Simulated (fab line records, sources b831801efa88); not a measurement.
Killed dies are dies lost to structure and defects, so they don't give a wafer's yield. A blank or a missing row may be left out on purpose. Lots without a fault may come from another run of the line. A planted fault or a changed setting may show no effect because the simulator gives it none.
Chamber matching | flow gf180mcu | GF_V2_CMP_26 on cmp-01: 4 sister chambers
The step polishes, stops on SiO2, t overpolish 15 s, target thk 0 nm. 14 wafers are shown with their chamber, then 7 later ones without.

WAFERS WITH THEIR CHAMBER
wafer  | chamber | time_to_endpoint_s (s) | platen_rpm (rpm) | overpolish_run_s (s)
L579.3 | 3       | 88                     | 59.93            | 14.993
L579.4 | 2       | 82                     | 59.99            | 15.006
L579.5 | 2       | 82                     | 60.03            | 15.015
L578.1 | 3       | 84                     | 59.95            | 15.008
L578.3 | 1       | 80                     | 60.06            | 15.004
L578.4 | 0       | 88                     | 60.02            | 15.002
L580.1 | 0       | 84                     | 59.98            | 14.993
L580.2 | 2       | 76                     | 59.94            | 14.998
L580.6 | 2       | 77                     | 59.97            | 15.008
L582.3 | 2       | 78                     | 60.01            | 15.005
L582.4 | 0       | 83                     | 60.05            | 14.985
L582.6 | 1       | 74                     | 60.00            | 15.001
L589.1 | 1       | 75                     | 59.97            | 14.992
L589.2 | 3       | 81                     | 59.96            | 14.997

SIGNATURES (means of the wafers above)
reading            | chamber 0 | chamber 1 | chamber 2 | chamber 3 | scatter within a chamber
time_to_endpoint_s | 85.00     | 76.33     | 79.00     | 84.33     | 3.02
platen_rpm         | 60.0167   | 60.0100   | 59.9880   | 59.9467   | 0.0347
overpolish_run_s   | 14.99333  | 14.99900  | 15.00640  | 14.99933  | 0.00702
Rule: a wafer's distance from a chamber is the root of the sum, over the readings, of the square of ((its reading less the chamber's mean) divided by the reading's scatter). The wafer belongs to the nearest chamber; if the next one is less than 2 further off, it can't be placed. The scatter: the root of (the sum of the squares of (reading less its chamber's mean) over the shown wafers, divided by (wafers less chambers)).

WAFERS WITHOUT THEIR CHAMBER
wafer  | time_to_endpoint_s (s) | platen_rpm (rpm) | overpolish_run_s (s)
L589.3 | 87                     | 60.00            | 14.994
L591.3 | 77                     | 59.95            | 15.017
L591.4 | 80                     | 59.96            | 15.009
L591.6 | 78                     | 60.01            | 15.002
L593.2 | 76                     | 59.97            | 15.004
L593.3 | 81                     | 59.97            | 15.001
L593.5 | 80                     | 60.02            | 14.990

WHICH CHAMBER EACH WENT THROUGH
wafer  | from the rows above               | in truth
L589.3 | can't be placed: 0 or 3           | 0
L591.3 | can't be placed: 2 or 1 or 3      | 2
L591.4 | can't be placed: 2 or 3 or 1      | 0
L591.6 | can't be placed: 1 or 2 or 0      | 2
L593.2 | can't be placed: 2 or 1 or 3      | 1
L593.3 | can't be placed: 2 or 3 or 1 or 0 | 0
L593.5 | can't be placed: 0 or 1 or 2 or 3 | 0
Placed correctly: 0 of 7. Can't be placed from these rows: 7 (the true chamber is among the candidates in 6). Placed wrongly: 0.
